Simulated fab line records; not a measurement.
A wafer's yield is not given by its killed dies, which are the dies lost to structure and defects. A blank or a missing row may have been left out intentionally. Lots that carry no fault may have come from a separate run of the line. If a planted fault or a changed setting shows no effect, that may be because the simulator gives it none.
Which tool is to blame? + flow gf180mcu + 39 wafers from 13 lots sampled at 2 of the route's 602 steps

== WHAT THE GAUGES READ, wafer by wafer ==
GF_CONTACT_THK_MEAS_03.
| lot  | measured     | on            | CONTACT_CVD_02_THK (nm) |
|------|--------------|---------------|-------------------------|
| L807 | day 15 07:29 | film metro-04 | 855 856 871             |
| L808 | day 16 01:14 | film metro-04 | 837 860 852             |
| L810 | day 16 12:58 | film metro-04 | 855 851 857             |
| L811 | day 16 21:41 | film metro-01 | 823 841 849             |
| L813 | day 17 17:05 | film metro-02 | 861 874 870             |
| L814 | day 17 22:56 | film metro-04 | 861 880 870             |
| L815 | day 18 10:47 | film metro-02 | 833 862 849             |
| L816 | day 18 22:22 | film metro-01 | 845 848 870             |
| L817 | day 19 07:55 | film metro-02 | 837 847 845             |
| L819 | day 20 04:19 | film metro-02 | 860 852 873             |
| L821 | day 20 17:40 | film metro-01 | 853 863 843             |
| L824 | day 21 19:36 | film metro-01 | 847 863 851             |
| L827 | day 22 13:23 | film metro-04 | 850 854 866             |

GF_CONTACT_OVL_MEAS_15.
| lot  | measured     | on         | CONTACT_OVL (nm) |
|------|--------------|------------|------------------|
| L807 | day 16 06:00 | overlay-01 | -7 3 0           |
| L808 | day 17 00:02 | overlay-01 | 6 2 9            |
| L810 | day 17 12:01 | overlay-01 | 9 7 11           |
| L811 | day 17 21:19 | overlay-01 | -4 -3 4          |
| L813 | day 18 16:44 | overlay-02 | 4 10 14          |
| L814 | day 18 22:53 | overlay-01 | 2 -4 -4          |
| L815 | day 19 11:55 | overlay-02 | 2 -2 1           |
| L816 | day 19 22:58 | overlay-01 | 2 3 -2           |
| L817 | day 20 09:02 | overlay-01 | 4 2 10           |
| L819 | day 21 03:59 | overlay-02 | 1 -4 6           |
| L821 | day 21 17:53 | overlay-01 | 6 13 8           |
| L824 | day 22 19:37 | overlay-01 | 2 7 3            |
| L827 | day 23 12:02 | overlay-01 | 5 9 3            |

== EACH LOT AND THE TOOL THAT RAN IT (in order: tool; ch and the chambers of the sampled wafers; start) ==
Record: no process step prior to these readings.

== AS READ BY THE TOOLS THEMSELVES (means over the sampled wafers that have a number; for cases with no such wafer, the mark the record gives instead) ==
The record holds no such reading with a usual standard deviation.

== THE ANSWER, worked out from the rows above alone ==
Rule: usual is defined by the lots themselves. The widest of any qualifying gaps counts: lots, ordered by their means at a reading, are off when they make up no more than a third of the lots, leave a main group of 4 or more, and stand apart from it by 3 or more times the standard deviation of that group's means. Not used: any main group whose means are identical at the precision the tables above print for the reading. Also off: a lot with no number at a reading for which 4 or more lots have one. The other lots that the step has rows for count as sound. First the gauges in route order, then the tools' own readings, where a lot's mean is used as printed above. The first step at which some lot is off is used, and at that step the reading that is off furthest; a lot without a number counts as furthest.
Nothing can be told from this: no lot is off at any reading shown.

== WHAT THE SIMULATOR HAD INSERTED ==
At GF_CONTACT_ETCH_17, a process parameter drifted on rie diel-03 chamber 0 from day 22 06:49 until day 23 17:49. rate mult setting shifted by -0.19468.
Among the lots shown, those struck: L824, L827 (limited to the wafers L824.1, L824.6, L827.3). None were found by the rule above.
